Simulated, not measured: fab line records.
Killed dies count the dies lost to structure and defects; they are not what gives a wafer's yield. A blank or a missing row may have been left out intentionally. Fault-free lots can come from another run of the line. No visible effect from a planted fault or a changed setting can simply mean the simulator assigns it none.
One fault through the eyes of 2 desks + flow sky130 + only its own numbers are on each desk; what lay behind them is given at the end

## TOOL OWNER'S DESK, plasma_asher-01
The tool's own readings at SKY_GATE_OXIDE_STRIP_13 (strips in O2/N2): means of the sampled wafers that have a number, for each lot that ran on this tool. The brackets show how far a lot's mean lies from the usual mean; more than 4 standard deviations puts the lot out of limits, marked OUT.
Columns: A = drypump_motor_current_A at SKY_GATE_OXIDE_STRIP_13, usual 5.7 A; B = oes_product_au at SKY_GATE_OXIDE_STRIP_13, usual 0.716 a.u.; C = strip_time_to_endpoint_s at SKY_GATE_OXIDE_STRIP_13, usual 14.20 s
| lot  | first seen here | A   | B               | C     |
|------|-----------------|-----|-----------------|-------|
| L717 | day 14 07:34    | 5.8 | 0.716           | 14.19 |
| L718 | day 14 12:22    | 5.5 | 0.714           | 14.25 |
| L719 | day 14 15:59    | 5.3 | 0.876 (+41) OUT | -     |
| L728 | day 18 01:12    | 5.8 | 0.716           | 14.22 |
| L729 | day 18 16:17    | 5.5 | 0.716           | 14.20 |
| L734 | day 19 23:08    | 5.8 | 0.710           | 14.20 |
| L737 | day 21 03:13    | 5.5 | 0.716           | 14.17 |
This desk finds L719 out of limits, L719 being first, at day 14 15:59 (oes_product_au at SKY_GATE_OXIDE_STRIP_13). Within limits: L717, L718, L728, L729, L734, L737.

## FROM THE METROLOGY DESK
Lot by lot, what the gauges showed, no matter which tool ran the lot: averages of those sampled wafers that carry a number. The brackets show how far a lot's mean lies from the usual mean; more than 4 standard deviations puts the lot out of limits, marked OUT.
Columns: A = VT_ADJUST_HVTR_OVL at SKY_VT_ADJUST_HVTR_OVL_MEAS_08, usual 0.3 nm; B = VT_ADJUST_PCH_TW at SKY_VT_ADJUST_PCH_TW_MEAS_10, usual 142.6
| lot  | first seen here | A    | B     |
|------|-----------------|------|-------|
| L716 | day 9 12:01     | 0.7  | 142.3 |
| L717 | day 9 20:44     | -0.2 | 142.6 |
| L718 | day 10 01:17    | 2.1  | 140.7 |
| L719 | day 10 05:08    | 0.7  | 144.8 |
| L728 | day 12 23:20    | 0.1  | 143.2 |
| L729 | day 13 14:17    | 1.0  | 143.1 |
| L730 | day 13 15:59    | -0.3 | 143.7 |
| L731 | day 14 02:11    | 0.1  | 142.3 |
| L733 | day 14 12:49    | 2.0  | 141.2 |
| L734 | day 14 17:35    | -1.4 | 144.1 |
| L735 | day 15 00:23    | 0.7  | 144.4 |
| L737 | day 15 19:14    | -2.0 | 144.4 |
| L739 | day 16 10:41    | 1.7  | 140.9 |
This desk found nothing out of limits on any of the 13 lots.

## BROUGHT TOGETHER
The tool owner's desk had the chance to raise an alarm at day 14 15:59 on L719.
Metrology desk: nothing out of limits seen.
The metrology desk has L719 on record, within its limits.
SKY_GATE_OXIDE_STRIP_13 was run on plasma_asher-01 by each of the lots named.

## WHAT WAS PUT IN BY THE SIMULATOR
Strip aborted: plasma_asher-01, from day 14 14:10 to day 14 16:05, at SKY_GATE_OXIDE_STRIP_13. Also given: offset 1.
Struck lots among those shown: L719.
How many hours passed from the start of the fault until each desk's first out-of-limits reading: the tool owner's desk, 2.
